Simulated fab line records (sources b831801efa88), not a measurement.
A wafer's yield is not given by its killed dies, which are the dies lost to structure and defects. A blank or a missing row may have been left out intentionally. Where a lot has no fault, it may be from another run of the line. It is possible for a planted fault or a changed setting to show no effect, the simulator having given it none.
The tool behind it: which one? / flow gf180mcu / Sampling: 6 lots, 18 wafers, 2 of 602 route steps

== WHAT EACH GAUGE READ, for each wafer ==
GF_SAB_THK_MEAS_01.
lot=L930; measured=day 17 17:49; on=film_metro-02; SAB_CVD_00_THK (nm)=48.4 48.5 49.8
lot=L929; measured=day 17 18:12; on=film_metro-04; SAB_CVD_00_THK (nm)=50.2 49.8 50.3
lot=L935; measured=day 19 01:30; on=film_metro-03; SAB_CVD_00_THK (nm)=50.2 51.5 50.8
lot=L936; measured=day 20 00:50; on=film_metro-02; SAB_CVD_00_THK (nm)=49.5 50.4 49.4
lot=L939; measured=day 20 10:02; on=film_metro-04; SAB_CVD_00_THK (nm)=50.8 50.2 50.2
lot=L942; measured=day 21 05:48; on=film_metro-02; SAB_CVD_00_THK (nm)=49.4 50.7 49.4

== WHICH TOOL RAN EACH LOT (tool, then ch and the chambers of the sampled wafers, then the start) ==
lot=L930; GF_HV_LDD_STRIP_22=plasma_asher-03 ch 0,1, day 13 21:02
lot=L929; GF_HV_LDD_STRIP_22=plasma_asher-03 ch 0, day 13 21:38
lot=L935; GF_HV_LDD_STRIP_22=plasma_asher-03 ch 1, day 15 01:23
lot=L936; GF_HV_LDD_STRIP_22=plasma_asher-03 ch 0,1, day 15 22:27
lot=L939; GF_HV_LDD_STRIP_22=plasma_asher-02 ch 0,1, day 16 07:32
lot=L942; GF_HV_LDD_STRIP_22=plasma_asher-02 ch 0,1, day 17 02:05
- GF_HV_LDD_STRIP_22: strips in O2/N2.

== THE ANSWER, worked out from the rows above alone ==
Rule: what is usual is taken from the lots themselves. The widest of any qualifying gaps counts: lots, ordered by their means at a reading, are off when they make up no more than a third of the lots, leave a main group of 4 or more, and stand apart from it by 3 or more times the standard deviation of that group's means. The tables above print the reading to a certain number of digits; a main group whose means all agree to those digits is not used. Also off: a lot with no number at a reading for which 4 or more lots have one. Where the step has rows for the other lots, those lots are counted as sound.
Nothing can be told from this: no lot is off at any reading shown.

== WHAT THE SIMULATOR PUT IN ==
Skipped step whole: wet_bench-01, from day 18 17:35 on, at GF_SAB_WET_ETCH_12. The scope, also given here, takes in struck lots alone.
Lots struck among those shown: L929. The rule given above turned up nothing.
